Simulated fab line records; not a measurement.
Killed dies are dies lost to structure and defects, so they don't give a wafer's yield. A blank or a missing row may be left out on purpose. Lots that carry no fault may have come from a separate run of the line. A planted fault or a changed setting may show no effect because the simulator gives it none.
fab line records    flow sky130
record lots=7  wafers=21  lastDay=50
route steps=708 shown LOCAL_INTERCONNECT@396 CONTACT@406 PAD_OPEN@708
lots with no fault: from the same line, run without faults
startH: hours from the record's first day to the start of the lot's first wafer shown    waitH: hours from the lot's prior step to this one    " repeats the value in the row above    L1.1+2: a single row standing in for several wafers    - either no value or no given start    * or withheld: withheld    < > ~ a bound
route shown NAME@n: names a module that has steps shown in the file, with the first one's number in the route    usual: mean and standard deviation over wafers with no fault    same: alike in all rows    chamber/n: place in a boat    sites: readings site by site    _std_site: standard deviation across them    _edge_site: the outer-site mean with the inner-site mean subtracted    radiusMm: for every site, how far away it sits from the centre of the wafer    mask NAME#n: copy n    behind: the tool/chamber that last shaped the wafer    hold: the reason the lot was held/the length of the hold in hours/how it ended    device: the n, p or np transistor that did not switch    end of line: the route-end tests of the same wafers    step lacking rows: just its recipe    killed: dies lost to structure and defects at the first sort, not the wafer's yield    map: a wafer's dies, marking killed ones x, the rest . and places with no die _
set.NAME: the setting as run; set.NAME@STEP: as run at that earlier step    model.NAME: the simulator's own value behind a step, which no gauge read
lots seen at some steps along the route; tables by step, rows by wafer
services: from which hour (startH, from the record's first day; less than 0 if before it) a tool's chamber was out of use, for how many hours, and why
## steps
# step SKY_LOCAL_INTERCONNECT_PEB_09
# recipe pebTempC=withheld  pebTimeS=withheld  resist=KrF-thick
# step SKY_LOCAL_INTERCONNECT_DEVELOP_10
# recipe developTimeS=60  resist=KrF-thick  devTempC=21
# step SKY_LOCAL_INTERCONNECT_CD_MEAS_11
# recipe targetCdNm=170
# usual cdNm=169.7/1.6
lot.wafer  tool      chamber  startH  waitH  cdNm
L950.2     cdSem-02  -        718.87  -      167.3
L950.4     "         -        "       "      168.3
L950.5     "         -        "       "      168.5
L959.2     cdSem-01  -        784.64  -      169.5
L959.3     "         -        "       "      171.1
L959.6     "         -        "       "      170.6
L962.2     cdSem-01  -        801.53  -      171.8
L962.3     "         -        "       "      171.8
L962.5     "         -        "       "      171.3
L963.1     cdSem-02  -        807.71  -      170.8
L963.3     "         -        "       "      169.8
L963.5     "         -        "       "      170.8
L964.2     cdSem-02  -        819.13  -      167.3
L964.5     "         -        "       "      169.8
L964.6     "         -        "       "      168.9
L965.1     cdSem-01  -        823.23  -      172.7
L965.4     "         -        "       "      172.3
L965.5     "         -        "       "      172.5
L972.2     cdSem-02  -        875.33  -      167.6
L972.4     "         -        "       "      168.0
L972.6     "         -        "       "      167.4
# step SKY_LOCAL_INTERCONNECT_OVL_MEAS_12
# usual LOCAL_INTERCONNECT_OVL=0/6.6
lot.wafer  tool        chamber  startH  waitH  LOCAL_INTERCONNECT_OVL[nm]
L950.2     overlay-02  -        718.98  0.1    0
L950.4     "           -        "       "      3
L950.5     "           -        "       "      15
L959.2     overlay-01  -        784.75  0.1    13
L959.3     "           -        "       "      -7
L959.6     "           -        "       "      0
L962.2     overlay-02  -        801.63  0.1    14
L962.3     "           -        "       "      8
L962.5     "           -        "       "      -1
L963.1     overlay-02  -        807.83  0.1    6
L963.3     "           -        "       "      4
L963.5     "           -        "       "      5
L964.2     overlay-01  -        819.24  0.1    -7
L964.5     "           -        "       "      3
L964.6     "           -        "       "      -3
L965.1     overlay-01  -        823.35  0.1    4
L965.4     "           -        "       "      -3
L965.5     "           -        "       "      6
L972.2     overlay-01  -        875.44  0.1    2
L972.4     "           -        "       "      -10
L972.6     "           -        "       "      5
# step SKY_LOCAL_INTERCONNECT_ETCH_13
# recipe chemistry=N2/H2  target=BARC  ionEnergyEv=200  biasW=100  pressureMtorr=30  n2FlowSccm=100  h2FlowSccm=200  icpW=500  stopOn=SiO2  timeS=45.9  targetDepthA=600
# usual drypumpMotorCurrentA=5.7/0.35  oesProductAu=0.855/0.0048  throttleValvePct=13.225/0.009
lot.wafer  tool         chamber  startH  waitH  drypumpMotorCurrentA  oesProductAu  rfHoursCounterH  throttleValvePct
L950.2     rieMetal-03  0        719.01  0.0    5.4                   0.853         11               13.229
L950.4     "            1        "       "      6.3                   0.857         -                13.232
L950.5     "            0        "       "      5.4                   0.854         -                13.238
L959.2     rieMetal-03  0        784.78  0.0    5.4                   0.855         14               13.227
L959.3     "            0        "       "      5.4                   0.861         -                13.223
L959.6     "            1        "       "      6.3                   0.857         -                13.221
L962.2     rieMetal-02  0        801.66  0.0    5.8                   0.861         6                13.225
L962.3     "            0        "       "      5.8                   0.859         -                13.234
L962.5     "            0        "       "      5.8                   0.854         -                13.230
L963.1     rieMetal-01  1        807.87  0.0    5.2                   0.857         7                13.226
L963.3     "            1        "       "      5.2                   0.854         -                13.231
L963.5     "            0        "       "      5.7                   0.859         -                13.232
L964.2     rieMetal-02  0        819.27  0.0    5.8                   0.853         7                13.223
L964.5     "            0        "       "      5.8                   0.857         -                13.221
L964.6     "            1        "       "      5.8                   0.851         -                13.224
L965.1     rieMetal-02  0        823.38  0.0    5.8                   0.853         7                13.220
L965.4     "            0        "       "      5.8                   0.855         -                13.216
L965.5     "            0        "       "      5.8                   0.854         -                13.218
L972.2     rieMetal-01  1        875.47  0.0    5.2                   0.856         10               13.221
L972.4     "            1        "       "      5.2                   0.849         -                13.230
L972.6     "            0        "       "      5.7                   0.859         -                13.226
# step SKY_LOCAL_INTERCONNECT_METAL_ETCH_14
# recipe targetDepthNm=110  stopOn=PSG  chemistry=Cl2/BCl3  target=TiN  resistSidewallDeg=88  pressureMtorr=10  icpW=900  biasW=48.5  Cl2_flow_sccm=60  bcl3FlowSccm=30  timeS=31.4
# usual drypumpMotorCurrentA=5.7/0.35  oesProductAu=0.940/0.0084  throttleValvePct=21.901/0.011
lot.wafer  tool         chamber  startH  waitH  drypumpMotorCurrentA  oesProductAu  rfHoursCounterH  throttleValvePct
L950.2     rieMetal-03  0        719.07  0.0    5.3                   0.925         11               21.897
L950.4     "            1        "       "      6.2                   0.943         -                21.896
L950.5     "            0        "       "      5.3                   0.942         -                21.918
L959.2     rieMetal-03  0        784.84  0.0    5.4                   0.949         14               21.899
L959.3     "            0        "       "      5.4                   0.945         -                21.906
L959.6     "            1        "       "      6.2                   0.944         -                21.897
L962.2     rieMetal-02  0        801.72  0.0    5.8                   0.951         6                21.890
L962.3     "            0        "       "      5.7                   0.945         -                21.912
L962.5     "            0        "       "      5.8                   0.948         -                21.886
L963.1     rieMetal-01  1        807.93  0.0    5.2                   0.946         7                21.899
L963.3     "            1        "       "      5.2                   0.945         -                21.890
L963.5     "            0        "       "      5.7                   0.946         -                21.901
L964.2     rieMetal-02  0        819.33  0.0    5.8                   0.938         7                21.897
L964.5     "            0        "       "      5.7                   0.940         -                21.901
L964.6     "            1        "       "      5.7                   0.946         -                21.887
L965.1     rieMetal-02  0        823.44  0.0    5.7                   0.950         7                21.899
L965.4     "            0        "       "      5.8                   0.950         -                21.893
L965.5     "            0        "       "      5.8                   0.942         -                21.892
L972.2     rieMetal-01  1        875.53  0.0    5.2                   0.940         10               21.922
L972.4     "            1        "       "      5.2                   0.951         -                21.869
L972.6     "            0        "       "      5.6                   0.934         -                21.889
# step SKY_LOCAL_INTERCONNECT_STRIP_15
# recipe chemistry=O2/N2  powerW=1400  pressureMtorr=1500  platenTempC=withheld  o2FlowSccm=3000  n2FlowSccm=300  overashFraction=0.5
# usual drypumpMotorCurrentA=6.1/0.32  oesProductAu=0.426/0.0045  stripTimeToEndpointS=4.721/0.019
lot.wafer  tool            chamber  startH  waitH  drypumpMotorCurrentA  oesProductAu  rfHoursCounterH  stripTimeToEndpointS
L950.2     plasmaAsher-02  1        719.13  0.0    6.1                   0.433         29               4.743
L950.4     "               0        "       "      5.7                   0.429         -                4.738
L950.5     "               0        "       "      5.7                   0.432         -                4.748
L959.2     plasmaAsher-04  1        784.89  0.0    5.2                   0.428         4                4.723
L959.3     "               0        "       "      6.3                   0.433         -                4.732
L959.6     "               0        "       "      6.3                   0.426         -                4.749
L962.2     plasmaAsher-02  1        801.78  0.0    6.1                   0.416         38               4.726
L962.3     "               0        "       "      5.7                   0.429         -                4.712
L962.5     "               1        "       "      6.1                   0.424         -                4.708
L963.1     plasmaAsher-03  0        807.98  0.0    6.3                   0.424         99               4.721
L963.3     "               0        "       "      6.3                   0.425         -                4.751
L963.5     "               1        "       "      6.5                   0.428         -                4.732
L964.2     plasmaAsher-03  0        819.38  0.0    6.3                   0.427         101              4.730
L964.5     "               0        "       "      6.3                   0.419         -                4.716
L964.6     "               1        "       "      6.5                   0.425         -                4.730
L965.1     plasmaAsher-02  0        823.50  0.0    5.7                   0.422         40               4.725
L965.4     "               0        "       "      5.7                   0.425         -                4.757
L965.5     "               0        "       "      5.7                   0.431         -                4.729
L972.2     plasmaAsher-02  0        875.58  0.0    5.7                   0.425         46               4.719
L972.4     "               1        "       "      6.1                   0.428         -                4.679
L972.6     "               0        "       "      5.7                   0.430         -                4.690
# step SKY_LOCAL_INTERCONNECT_STRIP_16
# recipe chemistry=postEtchResidueRemover  timeS=1200  tempC=72.5
# step SKY_LOCAL_INTERCONNECT_CLEAN_17
# recipe chemistry=IPA  timeS=180  tempC=25
# step SKY_LOCAL_INTERCONNECT_CLEAN_18
# recipe chemistry=O3/DIW  dry=n2Spin
# step SKY_CONTACT_CVD_00
# recipe material=Si3N4  targetThkNm=75  tempC=400  timeS=withheld  rfW=450
# usual heaterPowerW=713/90
lot.wafer  tool      chamber  startH  waitH  heaterPowerW
L950.2     pecvd-02  0        719.72  0.0    650
L950.4     "         1        "       "      547
L950.5     "         2        "       "      667
L959.2     pecvd-02  1        785.54  0.0    603
L959.3     "         2        "       "      590
L959.6     "         0        "       "      670
L962.2     pecvd-03  0        802.37  0.0    743
L962.3     "         2        "       "      790
L962.5     "         2        "       "      772
L963.1     pecvd-03  2        808.57  0.0    775
L963.3     "         1        "       "      815
L963.5     "         2        "       "      765
L964.2     pecvd-03  2        819.97  0.0    725
L964.5     "         1        "       "      845
L964.6     "         2        "       "      738
L965.1     pecvd-03  1        824.09  0.0    823
L965.4     "         2        "       "      802
L965.5     "         1        "       "      828
L972.2     pecvd-03  2        876.21  0.0    817
L972.4     "         2        "       "      820
L972.6     "         0        "       "      760
# step SKY_CONTACT_THK_MEAS_01
# recipe reads=Si3N4_of_CONTACT_CVD_00
# usual CONTACT_CVD_00_THK=74.7/1.1
lot.wafer  tool          chamber  startH  waitH  CONTACT_CVD_00_THK[nm]
L950.2     filmMetro-03  -        719.76  -      73.4
L950.4     "             -        "       "      74.0
L950.5     "             -        "       "      74.3
L959.2     filmMetro-03  -        785.59  -      74.0
L959.3     "             -        "       "      73.7
L959.6     "             -        "       "      75.7
L962.2     filmMetro-02  -        802.41  -      73.8
L962.3     "             -        "       "      73.6
L962.5     "             -        "       "      75.2
L963.1     filmMetro-03  -        808.61  -      73.7
L963.3     "             -        "       "      75.2
L963.5     "             -        "       "      74.1
L964.2     filmMetro-03  -        820.02  -      72.4
L964.5     "             -        "       "      76.1
L964.6     "             -        "       "      74.7
L965.1     filmMetro-03  -        824.12  -      75.5
L965.4     "             -        "       "      76.4
L965.5     "             -        "       "      76.2
L972.2     filmMetro-03  -        876.25  -      73.5
L972.4     "             -        "       "      75.6
L972.6     "             -        "       "      75.2
# step SKY_CONTACT_HDPCVD_02
# recipe material=SiO2  targetThkNm=565  sigmaOpenFrac=0.3  timeS=94.2  tempC=600  sih4FlowSccm=60  pressureMtorr=6
# usual runLengthS=122.6/0.59
lot.wafer  tool       chamber  startH  waitH  runLengthS  model.SiO2_of_CONTACT_HDPCVD_02.thkNm
L950.2     hdpcvd-02  0        719.81  0.0    122.8       556
L950.4     "          0        "       "      122.2       566.5
L950.5     "          1        "       "      122.8       562.6
L959.2     hdpcvd-02  2        785.64  0.0    122.7       562.6
L959.3     "          1        "       "      122.6       568.2
L959.6     "          1        "       "      122.8       570.4
L962.2     hdpcvd-02  0        802.46  0.0    101.8       440.5
L962.3     "          1        "       "      102.5       459.4
L962.5     "          0        "       "      122.3       559.6
L963.1     hdpcvd-02  0        808.67  0.1    122.5       560.1
L963.3     "          2        "       "      102.7       437.2
L963.5     "          1        "       "      122.9       567
L964.2     hdpcvd-02  1        820.07  0.0    102.3       439.1
L964.5     "          1        "       "      123.2       553.6
L964.6     "          0        "       "      122.6       561.1
L965.1     hdpcvd-01  0        824.18  0.1    122.6       573.5
L965.4     "          2        "       "      121.4       562.4
L965.5     "          1        "       "      122.8       573.5
L972.2     hdpcvd-01  1        876.30  0.0    123.1       564.7
L972.4     "          2        "       "      121.3       564.9
L972.6     "          0        "       "      122.5       575.5
# step SKY_CONTACT_THK_MEAS_03
# recipe reads=SiO2_of_CONTACT_HDPCVD_02
# usual CONTACT_HDPCVD_THK=564/6.9
lot.wafer  tool          chamber  startH  waitH  CONTACT_HDPCVD_THK[nm]
L950.2     filmMetro-02  -        719.89  0.0    556
L950.4     "             -        "       "      566
L950.5     "             -        "       "      563
L959.2     filmMetro-02  -        785.72  0.0    562
L959.3     "             -        "       "      568
L959.6     "             -        "       "      570
L962.2     filmMetro-03  -        802.54  0.0    440
L962.3     "             -        "       "      460
L962.5     "             -        "       "      560
L963.1     filmMetro-02  -        808.74  0.0    561
L963.3     "             -        "       "      437
L963.5     "             -        "       "      567
L964.2     filmMetro-04  -        820.15  0.0    439
L964.5     "             -        "       "      554
L964.6     "             -        "       "      561
L965.1     filmMetro-03  -        824.25  0.0    573
L965.4     "             -        "       "      562
L965.5     "             -        "       "      574
L972.2     filmMetro-03  -        876.38  0.0    565
L972.4     "             -        "       "      565
L972.6     "             -        "       "      576
# step SKY_CONTACT_CMP_04
# recipe material=SiO2  downForcePsi=4  platenRpm=60  padVelocityMS=0.94248
# usual motorCurrentA=12.3/1.2  slurryFilterDpKPa=13.52/0.13  timeToEndpointS=85/6.6
lot.wafer  tool    chamber  startH  waitH  motorCurrentA  slurryFilterDpKPa  timeToEndpointS
L950.4     cmp-01  2        719.94  0.0    12.4           13.80              85
L950.2     "       3        "       "      13.1           13.54              68
L950.5     "       2        "       "      12.8           13.64              85
L959.3     cmp-02  0        785.87  0.1    13.5           13.38              76
L959.2     "       1        "       "      11.8           13.43              80
L959.6     "       3        "       "      9.9            13.60              86
L962.3     cmp-02  2        802.69  0.1    11.2           13.27              50
L962.2     "       3        "       "      10.3           13.60              42
L962.5     "       0        "       "      14.0           13.60              75
L963.1     cmp-02  3        808.80  0.1    10.0           13.32              84
L963.3     "       1        "       "      12.3           13.46              33
L963.5     "       0        "       "      13.2           13.68              75
L964.2     cmp-01  1        820.20  0.0    12.6           13.63              41
L964.5     "       1        "       "      12.8           13.56              84
L964.6     "       2        "       "      12.5           13.49              86
L965.4     cmp-02  0        824.36  0.1    13.1           13.44              76
L965.1     "       1        "       "      12.0           13.46              84
L965.5     "       3        "       "      10.0           13.64              86
L972.4     cmp-01  1        876.43  0.0    12.6           13.64              85
L972.2     "       3        "       "      13.0           13.40              76
L972.6     "       1        "       "      12.6           13.40              90
# step SKY_CONTACT_BOW_MEAS_05
# recipe mode=bow
# usual CONTACT_BOW=82/7
lot.wafer  tool          chamber  startH  waitH  CONTACT_BOW[um]
L950.2     filmMetro-04  -        720.26  0.2    91
L950.4     "             -        "       "      84
L950.5     "             -        "       "      85
L959.2     filmMetro-02  -        786.09  0.1    80
L959.3     "             -        "       "      86
L959.6     "             -        "       "      75
L962.2     filmMetro-04  -        802.91  0.1    85
L962.3     "             -        "       "      72
L962.5     "             -        "       "      78
L963.1     filmMetro-04  -        809.10  0.2    76
L963.3     "             -        "       "      79
L963.5     "             -        "       "      87
L964.2     filmMetro-02  -        820.52  0.3    88
L964.5     "             -        "       "      82
L964.6     "             -        "       "      88
L965.1     filmMetro-04  -        824.61  0.1    75
L965.4     "             -        "       "      81
L965.5     "             -        "       "      91
L972.2     filmMetro-03  -        876.75  0.2    70
L972.4     "             -        "       "      82
L972.6     "             -        "       "      88
# step SKY_PAD_OPEN_PROBE_99
# usual killed_at_M0_to_M3=43/6.7  killed_at_M4_up=3.2/2.1  killedAtContacts=25/5.9  killedAtFrontEnd=16/4.7  killedAtOther=0.3/0.54  killedDies=87/9.8  killedOpen=47/6.7  killedShort=40/6.5
# same grossDies=492  killedAtBackSide=0
lot.wafer  tool       chamber  startH   waitH  killed_at_M0_to_M3  killed_at_M4_up  killedAtContacts  killedAtFrontEnd  killedAtOther  killedDies  killedOpen  killedShort
L950.2     prober-02  -        1089.31  0.1    48                  5                19                8                 0              80          50          30
L950.4     prober-02  -        1089.41  0.2    41                  1                18                13                2              75          41          34
L950.5     prober-02  -        1089.46  0.2    51                  2                29                14                1              97          50          47
L959.2     prober-01  -        1137.34  0.1    38                  3                21                14                0              76          39          37
L959.3     prober-01  -        1137.39  0.2    37                  1                26                17                0              81          41          39
L959.6     prober-01  -        1137.54  0.2    36                  2                18                15                0              71          35          35
L962.2     prober-02  -        1150.74  0.1    44                  2                24                16                0              86          49          36
L962.3     prober-02  -        1150.80  0.2    43                  5                25                11                1              85          51          34
L962.5     prober-02  -        1150.89  0.2    43                  2                28                23                1              97          50          47
L963.1     prober-01  -        1153.70  0.1    48                  0                17                19                2              86          50          34
L963.3     prober-01  -        1153.80  0.2    55                  3                28                10                0              96          55          41
L963.5     prober-01  -        1153.90  0.2    35                  2                26                8                 1              72          34          36
L964.2     prober-02  -        1161.45  0.1    55                  6                22                16                0              99          55          44
L964.5     prober-02  -        1161.60  0.2    52                  5                23                14                0              94          50          44
L964.6     prober-02  -        1161.65  0.2    57                  3                23                7                 0              90          51          39
L965.1     prober-01  -        1166.33  0.1    35                  4                22                22                0              83          45          38
L965.4     prober-01  -        1166.48  0.2    41                  1                28                15                0              85          54          31
L965.5     prober-01  -        1166.53  0.2    33                  0                31                3                 0              67          41          26
# killed by level:class
L950.2 VIA1:geometricParticle:open=13 VIA2:geometricParticle:open=9 CONTACT:geometricParticle:open=9 VIA3:geometricParticle:open=6 LI_CONTACT:geometricParticle:short=4 METAL3:geometricParticle:short=4 METAL1:geometricParticle:open=4 VIA2:geometricParticle:short=4
L950.4 METAL1:geometricParticle:short=9 CONTACT:geometricParticle:open=7 VIA1:geometricParticle:open=6 LI_CONTACT:geometricParticle:open=6 VIA3:geometricParticle:open=5 FIELD_ISO:geometricParticle:short=4 POLY_GATE:geometricParticle:open=4 VIA2:geometricParticle:short=4
L950.5 CONTACT:geometricParticle:open=11 VIA2:geometricParticle:open=10 METAL2:geometricParticle:short=8 LI_CONTACT:geometricParticle:open=6 CONTACT:geometricParticle:short=6 METAL1:geometricParticle:open=6 VIA1:geometricParticle:open=5 METAL3:geometricParticle:short=5
L959.2 VIA2:geometricParticle:open=8 CONTACT:geometricParticle:open=7 LI_CONTACT:geometricParticle:open=5 VIA3:geometricParticle:open=5 CONTACT:geometricParticle:short=5 METAL2:geometricParticle:short=5 VIA2:geometricParticle:short=5 METAL1:geometricParticle:short=4
L959.3 CONTACT:geometricParticle:open=11 VIA1:geometricParticle:open=9 CONTACT:geometricParticle:short=7 VIA2:geometricParticle:open=6 METAL1:geometricParticle:short=6 FIELD_ISO:geometricParticle:short=5 POLY_GATE:geometricParticle:short=5 LOCAL_INTERCONNECT:geometricParticle:short=4
L959.6 CONTACT:geometricParticle:open=10 METAL1:geometricParticle:short=7 LOCAL_INTERCONNECT:geometricParticle:short=5 VIA1:geometricParticle:short=5 POLY_GATE:geometricParticle:open=4 VIA1:geometricParticle:open=4 METAL2:geometricParticle:short=4 POLY_GATE:geometricParticle:short=3
L962.2 VIA1:geometricParticle:open=19 LI_CONTACT:geometricParticle:open=8 CONTACT:geometricParticle:open=7 METAL2:geometricParticle:short=6 VIA2:geometricParticle:open=5 FIELD_ISO:geometricParticle:open=4 POLY_GATE:geometricParticle:short=4 LOCAL_INTERCONNECT:geometricParticle:short=4
L962.3 CONTACT:geometricParticle:open=13 VIA1:geometricParticle:open=9 LI_CONTACT:geometricParticle:open=6 METAL1:geometricParticle:short=6 VIA2:geometricParticle:open=6 VIA3:geometricParticle:open=5 FIELD_ISO:geometricParticle:open=4 POLY_GATE:geometricParticle:short=4
L962.5 CONTACT:geometricParticle:open=12 FIELD_ISO:geometricParticle:open=7 VIA1:geometricParticle:open=7 FIELD_ISO:geometricParticle:short=6 VIA3:geometricParticle:open=6 POLY_GATE:geometricParticle:short=6 LI_CONTACT:geometricParticle:open=6 LOCAL_INTERCONNECT:geometricParticle:short=5
L963.1 VIA1:geometricParticle:open=15 VIA2:geometricParticle:open=8 VIA3:geometricParticle:short=6 FIELD_ISO:geometricParticle:open=5 CONTACT:geometricParticle:open=5 VIA3:geometricParticle:open=5 CONTACT:geometricParticle:short=4 VIA2:geometricParticle:short=4
L963.3 CONTACT:geometricParticle:open=12 VIA1:geometricParticle:open=11 VIA2:geometricParticle:open=10 LI_CONTACT:geometricParticle:open=8 METAL1:geometricParticle:short=8 VIA3:geometricParticle:open=6 VIA1:geometricParticle:short=5 POLY_GATE:geometricParticle:short=4
L963.5 CONTACT:geometricParticle:open=8 LOCAL_INTERCONNECT:geometricParticle:short=7 VIA1:geometricParticle:open=7 VIA2:geometricParticle:short=6 LI_CONTACT:geometricParticle:open=5 VIA2:geometricParticle:open=4 METAL1:geometricParticle:short=4 VIA1:geometricParticle:short=4
L964.2 CONTACT:geometricParticle:open=13 VIA3:geometricParticle:open=10 VIA1:geometricParticle:open=9 VIA2:geometricParticle:open=9 METAL1:geometricParticle:short=8 METAL2:geometricParticle:short=5 FIELD_ISO:geometricParticle:short=4 POLY_CUT:geometricParticle:open=4
L964.5 VIA1:geometricParticle:open=16 CONTACT:geometricParticle:open=12 METAL1:geometricParticle:short=8 METAL2:geometricParticle:short=6 VIA3:geometricParticle:open=6 POLY_GATE:geometricParticle:short=5 VIA2:geometricParticle:open=5 LI_CONTACT:geometricParticle:open=4
L964.6 VIA1:geometricParticle:open=17 CONTACT:geometricParticle:open=9 METAL1:geometricParticle:short=8 LOCAL_INTERCONNECT:geometricParticle:short=7 VIA2:geometricParticle:open=7 LI_CONTACT:geometricParticle:open=6 VIA1:geometricParticle:short=5 METAL2:geometricParticle:short=5
L965.1 LI_CONTACT:geometricParticle:open=10 VIA1:geometricParticle:open=9 POLY_GATE:geometricParticle:short=8 POLY_GATE:geometricParticle:open=6 METAL3:geometricParticle:short=6 VIA1:geometricParticle:short=5 VIA2:geometricParticle:open=5 LI_CONTACT:geometricParticle:short=4
L965.4 CONTACT:geometricParticle:open=12 VIA1:geometricParticle:open=12 VIA3:geometricParticle:open=8 LOCAL_INTERCONNECT:geometricParticle:short=8 LI_CONTACT:geometricParticle:open=6 VIA2:geometricParticle:open=6 METAL1:geometricParticle:short=5 POLY_GATE:geometricParticle:short=4
L965.5 VIA1:geometricParticle:open=14 CONTACT:geometricParticle:open=12 LI_CONTACT:geometricParticle:open=8 CONTACT:geometricParticle:short=5 METAL1:geometricParticle:short=5 METAL2:geometricParticle:short=5 LI_CONTACT:geometricParticle:short=3 VIA3:geometricParticle:short=3
## services
tool            chamber  startH  hours  kind
hdpcvd-01       -        715.38  1.0    repair
pecvd-02        -        720.39  2.8    pm
hdpcvd-01       -        731.82  5.5    pm
cmp-02          -        733.73  2.4    repair
plasmaAsher-04  -        733.75  9.0    pm
pecvd-02        -        734.36  0.9    repair
cmp-02          -        744.00  4.0    pm
cmp-02          -        748.00  4.7    pm
cmp-02          -        764.18  1.1    repair
plasmaAsher-03  -        766.98  2.8    pm
plasmaAsher-04  -        767.32  0.8    repair
hdpcvd-01       0        767.37  4.1    repair
plasmaAsher-04  -        777.62  2.9    repair
hdpcvd-01       -        784.27  2.8    pm
hdpcvd-02       -        789.15  1.0    repair
cmp-01          -        804.57  1.5    repair
pecvd-02        2        807.04  71.4   repair
rieMetal-02     -        815.71  0.5    repair
cmp-01          -        820.68  5.3    pm
rieMetal-01     -        827.99  2.8    pm
pecvd-02        -        842.29  1.2    repair
rieMetal-01     -        844.73  1.6    repair
pecvd-03        -        847.40  1.9    repair
hdpcvd-01       -        849.09  0.2    repair
## key
firstSign step=SKY_CONTACT_HDPCVD_02  reading=runLengthS  direction=down  sigmas=34  usual=*  struck=*
effect step=SKY_CONTACT_THK_MEAS_03  reading=CONTACT_HDPCVD_THK  direction=down  sigmas=17  usual=564  struck=444
effect step=SKY_CONTACT_CMP_04  reading=timeToEndpointS  direction=down  sigmas=6.6  usual=*  struck=*
modelEffect step=SKY_CONTACT_HDPCVD_02  value=SiO2_of_CONTACT_HDPCVD_02.thkNm  without=566  struck=444.1
metAt SKY_CONTACT_HDPCVD_02
struckWafers L962.2,L962.3,L963.3,L964.2
testerLeftOut L962,L963,L964
onsetBetween 785.64 802.46
fault kind=processParameterDrift  tool=hdpcvd-02  chamber=-  onsetH=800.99  steps=SKY_CONTACT_HDPCVD_02  channel=timeS  offset=*  shape=step  endH=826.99  scope=struckWafersOnly  actsIn=*  stated=*
# testerLeftOut: of these lots the tester's yield and bins aren't shown, on N5 and GAA mostly nor the transistor test; their killed dies are dies lost to structure and defects alone, not to doping, threshold or leakage, so they don't give the yield
